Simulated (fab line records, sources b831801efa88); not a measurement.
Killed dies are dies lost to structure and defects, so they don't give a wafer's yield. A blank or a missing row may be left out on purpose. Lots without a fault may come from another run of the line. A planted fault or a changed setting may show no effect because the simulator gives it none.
One fault seen from 2 desks | flow gf180mcu | each desk has only its own numbers; what lay behind them comes last

THE METROLOGY DESK
What the gauges read, lot by lot, whatever tool the lot ran on: means of the sampled wafers that have a number. A lot is out of limits, marked OUT, if its mean lies more than 4 standard deviations from the usual mean; the brackets give that distance.
Columns: A = HV_LDD_TW at GF_HV_LDD_TW_MEAS_11, usual 2409
lot  | first seen here | A
L395 | day 10 16:38    | 2440
L397 | day 11 01:07    | 2397
L399 | day 11 19:28    | 2448
L400 | day 11 23:11    | 2459
L402 | day 12 11:01    | 2370
L403 | day 12 18:26    | 2397
L406 | day 13 15:34    | 2374
L407 | day 13 20:02    | 2382
L409 | day 14 12:26    | 2444
L414 | day 16 03:09    | 2395
L416 | day 16 15:23    | 2436
L417 | day 17 01:35    | 2453
This desk's finding: nothing out of limits on any of the 12 lots.

THE TOOL OWNER'S DESK: litho_track-03
The tool's own readings at GF_HV_LDD_SOFTBAKE_42 (time 60 s): means of the sampled wafers that have a number, for each lot that ran on this tool. A lot is out of limits, marked OUT, if its mean lies more than 4 standard deviations from the usual mean; the brackets give that distance.
Columns: A = chill_plate_temp_C at GF_HV_LDD_SOFTBAKE_42, usual 23.02 C; B = heater_power_total_W at GF_HV_LDD_SOFTBAKE_42, usual 56.60 W; C = plate_temp_C at GF_HV_LDD_SOFTBAKE_42, usual 89.99 C
lot  | first seen here | A     | B               | C
L397 | day 13 01:53    | 23.06 | 56.67           | 90.07
L399 | day 13 21:23    | 23.00 | 56.61           | 89.87
L400 | day 14 01:26    | 23.20 | 56.63           | 89.78
L402 | day 14 14:20    | 22.93 | 56.60           | 89.97
L403 | day 14 21:35    | 22.93 | 56.63           | 89.93
L406 | day 15 21:10    | 22.93 | 54.38 (-54) OUT | 87.41 (-22) OUT
L407 | day 16 00:50    | 22.96 | 54.33 (-55) OUT | 87.43 (-21) OUT
L409 | day 16 19:29    | 23.13 | 54.34 (-55) OUT | 87.36 (-22) OUT
L416 | day 19 02:41    | 22.95 | 56.58           | 89.98
This desk's finding: out of limits on L406, L407, L409; first on L406, day 15 21:10 (heater_power_total_W at GF_HV_LDD_SOFTBAKE_42). In limits: L397, L399, L400, L402, L403, L416.

PUT TOGETHER
The tool owner's desk could have raised an alarm at day 15 21:10, on L406, L407, L409.
The metrology desk saw nothing out of limits.
The metrology desk has L406, L407, L409 on record, within its limits.
Of the lots named, all ran GF_HV_LDD_SOFTBAKE_42 on litho_track-03.

WHAT THE SIMULATOR HAD PUT IN
Process parameter drift: litho_track-03, from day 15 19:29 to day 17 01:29, at GF_HV_LDD_SOFTBAKE_42. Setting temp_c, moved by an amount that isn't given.
Lots struck among those shown: L406, L407, L409.
Hours from the fault's start to each desk's first reading out of limits: the tool owner's desk, 2.
